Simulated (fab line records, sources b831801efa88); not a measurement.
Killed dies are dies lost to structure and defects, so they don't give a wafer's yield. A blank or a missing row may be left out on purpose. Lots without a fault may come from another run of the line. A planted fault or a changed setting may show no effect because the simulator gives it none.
Chamber matching | flow gf180mcu | GF_V3_CMP_26 on cmp-02: 4 sister chambers
The step polishes, stops on SiO2, t overpolish 15 s, target thk 0 nm. 8 wafers are shown with their chamber, then 12 later ones without.

WAFERS WITH THEIR CHAMBER
wafer  | chamber | time_to_endpoint_s (s) | motor_current_A (A)
L089.2 | 1       | 85                     | 11.3
L089.5 | 1       | 87                     | 11.8
L090.1 | 0       | 86                     | 10.2
L090.3 | 2       | 90                     | 10.7
L090.4 | 3       | 81                     | 11.0
L091.1 | 3       | 83                     | 10.7
L091.4 | 2       | 88                     | 11.5
L091.5 | 0       | 87                     | 10.3

WAFERS WITHOUT THEIR CHAMBER
wafer  | time_to_endpoint_s (s) | motor_current_A (A)
L092.4 | 94                     | 11.1
L092.5 | 89                     | 9.9
L092.6 | 84                     | 10.4
L094.4 | 80                     | 11.1
L094.5 | 84                     | 10.4
L094.6 | 83                     | 11.9
L095.1 | 90                     | 11.2
L095.3 | 88                     | 10.3
L095.6 | 90                     | 10.6
L096.1 | 91                     | 11.3
L096.3 | 94                     | 10.7
L096.4 | 88                     | 10.4

WHICH CHAMBER EACH WENT THROUGH
wafer  | from the rows above          | in truth
L092.4 | 2                            | 2
L092.5 | can't be placed: 0 or 2      | 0
L092.6 | can't be placed: 0 or 3 or 1 | 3
L094.4 | 3                            | 3
L094.5 | can't be placed: 0 or 3 or 1 | 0
L094.6 | can't be placed: 1 or 3      | 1
L095.1 | 2                            | 2
L095.3 | can't be placed: 0 or 2      | 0
L095.6 | can't be placed: 2 or 0      | 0
L096.1 | 2                            | 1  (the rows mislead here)
L096.3 | can't be placed: 2 or 0      | 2
L096.4 | can't be placed: 0 or 2      | 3
Placed correctly: 3 of 12. Can't be placed from these rows: 8 (the true chamber is among the candidates in 7). Placed wrongly: 1.
How it was worked out, from the rows above alone: a wafer's distance from a chamber is the root of the sum, over the readings, of the square of ((its reading less the chamber's mean) divided by the reading's scatter). The wafer belongs to the nearest chamber; if the next one is less than 2 further off, it can't be placed. A chamber's mean is the mean of its shown wafers. The scatter: the root of (the sum of the squares of (reading less its chamber's mean) over the shown wafers, divided by (wafers less chambers)).
